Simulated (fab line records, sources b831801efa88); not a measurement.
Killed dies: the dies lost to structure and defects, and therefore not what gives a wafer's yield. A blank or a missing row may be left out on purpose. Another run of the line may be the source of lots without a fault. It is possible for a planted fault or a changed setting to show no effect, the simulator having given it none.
Which tool did it? + flow gf180mcu + 7 lots, 20 wafers sampled, at 4 steps of a route of 602

WHAT EACH GAUGE READ, for each wafer
GF_M1_RS_MEAS_05: measures by four-point-probe.
| lot  | measured     | on            | M1_ALCU_RS (ohm/sq)  |
|------|--------------|---------------|----------------------|
| L210 | day 16 07:59 | film_metro-03 | 0.0701 0.0698 0.0704 |
| L218 | day 19 06:49 | film_metro-04 | 0.0478 0.0689        |
| L223 | day 21 07:49 | film_metro-03 | 0.0689 0.0685 0.0688 |
| L224 | day 21 19:45 | film_metro-04 | 0.0685 0.0684 0.0688 |
| L227 | day 22 14:26 | film_metro-04 | 0.0696 0.0696 0.0688 |
| L229 | day 23 05:11 | film_metro-02 | 0.0694 0.0699 0.0695 |
| L231 | day 24 00:19 | film_metro-04 | 0.0680 0.0683 0.0679 |

TOOL THAT RAN EACH LOT (tool first, then ch and the chambers of the sampled wafers, then the start)
| lot  | GF_SAB_STRIP_13                      | GF_M1_SPUTTER_01             | GF_M1_SPUTTER_02             |
|------|--------------------------------------|------------------------------|------------------------------|
| L210 | plasma_asher-03 ch 0,1, day 15 07:08 | pvd_sputter-04, day 16 07:51 | pvd_sputter-04, day 16 07:53 |
| L218 | plasma_asher-04 ch 0,1, day 18 03:55 | pvd_sputter-04, day 19 06:38 | pvd_sputter-04, day 19 06:40 |
| L223 | plasma_asher-04 ch 1, day 20 05:14   | pvd_sputter-03, day 21 07:41 | pvd_sputter-03, day 21 07:43 |
| L224 | plasma_asher-04 ch 0,1, day 20 15:58 | pvd_sputter-03, day 21 19:37 | pvd_sputter-03, day 21 19:38 |
| L227 | plasma_asher-04 ch 0,1, day 21 09:55 | pvd_sputter-01, day 22 14:18 | pvd_sputter-01, day 22 14:20 |
| L229 | plasma_asher-04 ch 1, day 22 02:52   | pvd_sputter-03, day 23 05:03 | pvd_sputter-03, day 23 05:05 |
| L231 | plasma_asher-01 ch 0, day 22 23:05   | pvd_sputter-03, day 24 00:11 | pvd_sputter-03, day 24 00:13 |
- GF_SAB_STRIP_13: strips in O2/N2.
- GF_M1_SPUTTER_01: material TiN, target thk 30 nm, time 25 s.
- GF_M1_SPUTTER_02: material AlCu, target thk 450 nm, time 23.9 s.

THE ANSWER, worked out from the rows above alone
Rule: what is usual is taken from the lots themselves. The widest of any qualifying gaps counts: lots, ordered by their means at a reading, are off when they make up no more than a third of the lots, leave a main group of 4 or more, and stand apart from it by 3 or more times the standard deviation of that group's means. A main group whose means are all the same, to the digits that the tables above print for the reading, isn't used. A lot without any number at a reading at which 4 lots or more have one is off too. Where the step has rows for the other lots, those lots are counted as sound.
Off: L218, seen at GF_M1_RS_MEAS_05 (M1_ALCU_RS). For the main group the mean is 0.0691 ohm/sq and the standard deviation 0.00068.
A tool fits if, at a process step before that reading, it ran every lot that is off, and no sound lot after the first of them. Those tools and the gauges at GF_M1_RS_MEAS_05 are tried in the same way. One fits: pvd_sputter-04 at GF_M1_SPUTTER_01 and GF_M1_SPUTTER_02. At GF_M1_SPUTTER_01 its last sound lot is L210 (day 16 07:51), its first lot that is off L218 (day 19 06:38): a fault that began between those two fits.

WHAT THE SIMULATOR HAD INSERTED
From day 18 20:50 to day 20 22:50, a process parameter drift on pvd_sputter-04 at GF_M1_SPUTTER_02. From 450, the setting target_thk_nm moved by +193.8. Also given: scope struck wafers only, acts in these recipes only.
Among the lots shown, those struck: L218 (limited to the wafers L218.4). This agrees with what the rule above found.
